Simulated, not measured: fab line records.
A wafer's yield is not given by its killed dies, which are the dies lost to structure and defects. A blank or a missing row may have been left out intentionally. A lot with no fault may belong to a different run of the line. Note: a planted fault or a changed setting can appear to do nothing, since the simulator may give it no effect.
Which tool did it? | flow gf180mcu | 39 wafers from 14 lots sampled at 5 of the route's 602 steps

WHAT EACH GAUGE READ, for each wafer
GF_V2_BOW_MEAS_05.
lot  | measured     | on            | V2_BOW (um)
L379 | day 19 06:48 | film_metro-03 | 106 92
L381 | day 20 03:43 | film_metro-02 | 91 99 87
L383 | day 20 18:07 | film_metro-03 | 117 118 97
L384 | day 21 03:41 | film_metro-01 | 112 106 105
L387 | day 22 06:22 | film_metro-01 | 101 91 102
L386 | day 22 07:59 | film_metro-02 | 112 116 105
L390 | day 23 16:04 | film_metro-01 | 107 114 108
L391 | day 23 21:13 | film_metro-02 | 122 117 108
L393 | day 24 10:53 | film_metro-01 | 77 97 108
L394 | day 24 15:26 | film_metro-03 | 99 91 103
L399 | day 26 06:35 | film_metro-01 | 103 102
L400 | day 26 10:04 | film_metro-02 | 93 95 91
L401 | day 26 19:37 | film_metro-02 | 111 103
L402 | day 27 02:25 | film_metro-03 | 99 110 92

GF_V5_CD_MEAS_14 targets a cd of 260 nm.
lot  | measured     | on        | cd_nm (nm)
L379 | day 27 05:37 | cd_sem-02 | 260.4 260.7
L381 | day 27 23:08 | cd_sem-01 | 258.6 258.6 258.5
L383 | day 28 12:34 | cd_sem-02 | 261.5 260.0 261.3
L384 | day 28 18:04 | cd_sem-02 | 261.8 261.4 261.6
L387 | day 29 16:32 | cd_sem-02 | 262.5 260.7 261.1
L386 | day 29 18:28 | cd_sem-02 | 259.4 260.5 259.7
L390 | day 30 18:24 | cd_sem-02 | 260.1 258.7 258.8
L391 | day 30 23:39 | cd_sem-01 | 257.7 257.4 258.0
L393 | day 31 10:51 | cd_sem-01 | 268.8 264.9 262.0
L394 | day 31 15:06 | cd_sem-01 | 268.0 264.1 267.7
L399 | day 32 22:48 | cd_sem-01 | 259.8 258.3
L400 | day 33 01:05 | cd_sem-01 | 262.5 263.4 262.5
L401 | day 33 08:07 | cd_sem-01 | 260.4 260.1
L402 | day 33 12:41 | cd_sem-02 | 262.2 261.8 261.8

TOOL THAT RAN EACH LOT (tool first, then ch and the chambers of the sampled wafers, then the start)
lot  | GF_V2_SPUTTER_22             | GF_MIM_SPUTTER_03            | GF_V5_EXPOSE_11
L379 | pvd_sputter-03, day 20 07:44 | pvd_sputter-04, day 24 12:17 | krf_scanner-02 ch 0, day 26 19:20
L381 | pvd_sputter-02, day 21 04:36 | pvd_sputter-02, day 25 07:08 | krf_scanner-01 ch 0, day 27 13:17
L383 | pvd_sputter-03, day 21 19:08 | pvd_sputter-04, day 25 20:35 | krf_scanner-01 ch 0, day 28 02:33
L384 | pvd_sputter-02, day 22 03:35 | pvd_sputter-01, day 26 04:38 | krf_scanner-02 ch 0, day 28 08:44
L387 | pvd_sputter-01, day 23 07:11 | pvd_sputter-04, day 27 03:55 | krf_scanner-02 ch 0, day 29 07:12
L386 | pvd_sputter-01, day 23 08:26 | pvd_sputter-02, day 27 05:46 | krf_scanner-01 ch 0, day 29 09:14
L390 | pvd_sputter-01, day 24 15:06 | pvd_sputter-01, day 28 09:32 | krf_scanner-01 ch 0, day 30 10:27
L391 | pvd_sputter-03, day 24 20:14 | pvd_sputter-02, day 28 14:31 | krf_scanner-02 ch 0, day 30 15:08
L393 | pvd_sputter-02, day 25 09:38 | pvd_sputter-04, day 29 01:58 | krf_scanner-01 ch 0, day 31 02:05
L394 | pvd_sputter-02, day 25 13:50 | pvd_sputter-02, day 29 04:35 | krf_scanner-01 ch 0, day 31 06:51
L399 | pvd_sputter-01, day 27 03:47 | pvd_sputter-01, day 30 17:12 | krf_scanner-02 ch 0, day 32 14:36
L400 | pvd_sputter-03, day 27 07:39 | pvd_sputter-02, day 30 18:36 | krf_scanner-02 ch 0, day 32 17:32
L401 | pvd_sputter-03, day 27 17:02 | pvd_sputter-01, day 31 04:05 | krf_scanner-02 ch 0, day 33 00:22
L402 | pvd_sputter-01, day 27 23:22 | pvd_sputter-04, day 31 09:13 | krf_scanner-02 ch 0, day 33 04:41
- GF_V2_SPUTTER_22: material TiN, target thk 10 nm, time 40 s.
- GF_MIM_SPUTTER_03: material Ti, target thk 10 nm, time 6.7 s.
- GF_V5_EXPOSE_11: exposes mask Via5, target cd 260 nm.

AS READ BY THE TOOLS THEMSELVES (means over the sampled wafers that have a number; for cases with no such wafer, the mark the record gives instead)
GF_V2_SPUTTER_22.
lot  | tool           | throttle_valve_pct (%)
L379 | pvd_sputter-03 | 30.0
L381 | pvd_sputter-02 | 29.7
L383 | pvd_sputter-03 | 29.2
L384 | pvd_sputter-02 | 29.4
L387 | pvd_sputter-01 | 29.3
L386 | pvd_sputter-01 | 28.4
L390 | pvd_sputter-01 | 29.3
L391 | pvd_sputter-03 | 29.4
L393 | pvd_sputter-02 | 29.5
L394 | pvd_sputter-02 | 29.3
L399 | pvd_sputter-01 | 30.1
L400 | pvd_sputter-03 | 28.9
L401 | pvd_sputter-03 | 29.8
L402 | pvd_sputter-01 | 30.5

GF_MIM_SPUTTER_03.
lot  | tool           | substrate_temp_c (C) | throttle_valve_pct (%)
L379 | pvd_sputter-04 | 300.32               | 30.0
L381 | pvd_sputter-02 | 300.01               | 29.2
L383 | pvd_sputter-04 | 300.13               | 30.9
L384 | pvd_sputter-01 | 300.05               | 27.9
L387 | pvd_sputter-04 | 299.98               | 31.0
L386 | pvd_sputter-02 | 299.88               | 29.4
L390 | pvd_sputter-01 | 299.92               | 30.3
L391 | pvd_sputter-02 | 300.11               | 29.3
L393 | pvd_sputter-04 | 300.12               | 31.9
L394 | pvd_sputter-02 | 300.31               | 29.2
L399 | pvd_sputter-01 | 300.03               | 28.1
L400 | pvd_sputter-02 | 300.14               | 29.2
L401 | pvd_sputter-01 | 300.02               | 28.1
L402 | pvd_sputter-04 | 299.98               | 30.9

THE ANSWER, worked out from the rows above alone
Rule: the usual values come from the lots themselves. Put in order of their means at a reading, lots are off if they are a third of the lots or fewer, leave a main group of 4 or more, and stand apart from it by a gap of 3 or more times the standard deviation of the main group's means; of several such gaps the widest counts. The tables above print the reading to a certain number of digits; a main group whose means all agree to those digits is not used. A lot without any number at a reading at which 4 lots or more have one is off too. The other lots that the step has rows for count as sound. The gauges are gone through in route order, then the tools' own readings, and for those a lot's mean is taken as printed above. The first step at which some lot is off is used, and at that step the reading that is off furthest; a lot without a number counts as furthest.
None of the lots is off at any reading shown; this tells nothing.

WHAT THE SIMULATOR HAD INSERTED
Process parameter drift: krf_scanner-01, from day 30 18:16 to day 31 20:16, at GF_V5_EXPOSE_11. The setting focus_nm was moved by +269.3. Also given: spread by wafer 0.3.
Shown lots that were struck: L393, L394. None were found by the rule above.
